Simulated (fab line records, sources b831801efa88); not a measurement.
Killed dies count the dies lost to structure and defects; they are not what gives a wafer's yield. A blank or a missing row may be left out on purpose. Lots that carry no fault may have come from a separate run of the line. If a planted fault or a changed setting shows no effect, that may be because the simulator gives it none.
Matching of chambers ; flow sfq-line ; rie-diel-04 running SFQ_TRILAYER_I2_VIA_BARC_OPEN_VIA_ETCH_096: 4 sister chambers
The step etches BARC in O2, target depth 125 nm, time 40.49 s. 14 wafers are shown with their chamber, then 7 later ones without.

## WAFERS, EACH WITH ITS CHAMBER
wafer;chamber;rf-fwd-power-W (W);bias-w (W);oes-product-au (a.u.)
L311.2;1;496.2;80.16;0.695
L311.3;2;497.7;79.74;0.698
L311.4;3;493.0;80.20;0.693
L313.1;1;495.1;79.72;0.700
L313.3;2;495.9;79.82;0.693
L313.4;0;492.1;79.74;0.690
L315.3;3;496.6;79.84;0.698
L315.4;1;496.7;80.45;0.697
L315.6;1;495.5;80.69;0.691
L320.1;1;495.3;80.01;0.694
L320.3;3;493.6;80.08;0.693
L320.4;2;496.7;80.03;0.696
L321.1;3;495.8;79.82;0.696
L321.4;1;496.4;80.27;0.685

SIGNATURES (averages over the wafers above)
reading;chamber 0;chamber 1;chamber 2;chamber 3;scatter within a chamber
rf-fwd-power-W;492.100;495.867;496.767;494.750;1.13
bias-w;79.7400;80.2167;79.8633;79.9850;0.269
oes-product-au;0.69000;0.69367;0.69567;0.69500;0.00407
Rule: for a wafer and a chamber, the distance is found by dividing, reading by reading, the gap between the wafer's reading and the chamber's mean by the reading's scatter, squaring, summing and taking the root. The wafer belongs to the nearest chamber; if the next one is less than 2 further off, it can't be placed. The scatter: the root of (the sum of the squares of (reading less its chamber's mean) over the shown wafers, divided by (wafers less chambers)).

## WAFERS WHOSE CHAMBER IS MISSING
wafer;rf-fwd-power-W (W);bias-w (W);oes-product-au (a.u.)
L321.6;493.6;79.79;0.699
L325.1;495.7;80.31;0.694
L325.2;499.3;79.90;0.693
L325.4;493.0;80.05;0.697
L326.1;498.4;80.09;0.687
L326.2;497.8;79.67;0.695
L326.6;494.5;80.00;0.692

## THE CHAMBER EACH PASSED THROUGH
wafer;from the rows above;in truth
L321.6;can't be placed: 3 or 0 or 1 or 2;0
L325.1;can't be placed: 1 or 3 or 2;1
L325.2;can't be placed: 2 or 1 or 3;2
L325.4;can't be placed: 3 or 0 or 1 or 2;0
L326.1;can't be placed: 2 or 1 or 3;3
L326.2;can't be placed: 2 or 1 or 3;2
L326.6;can't be placed: 3 or 1 or 2 or 0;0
Correctly placed: 0 of 7. These rows do not allow placing 7 (true chamber among the candidates in 7). 0 placed wrongly.
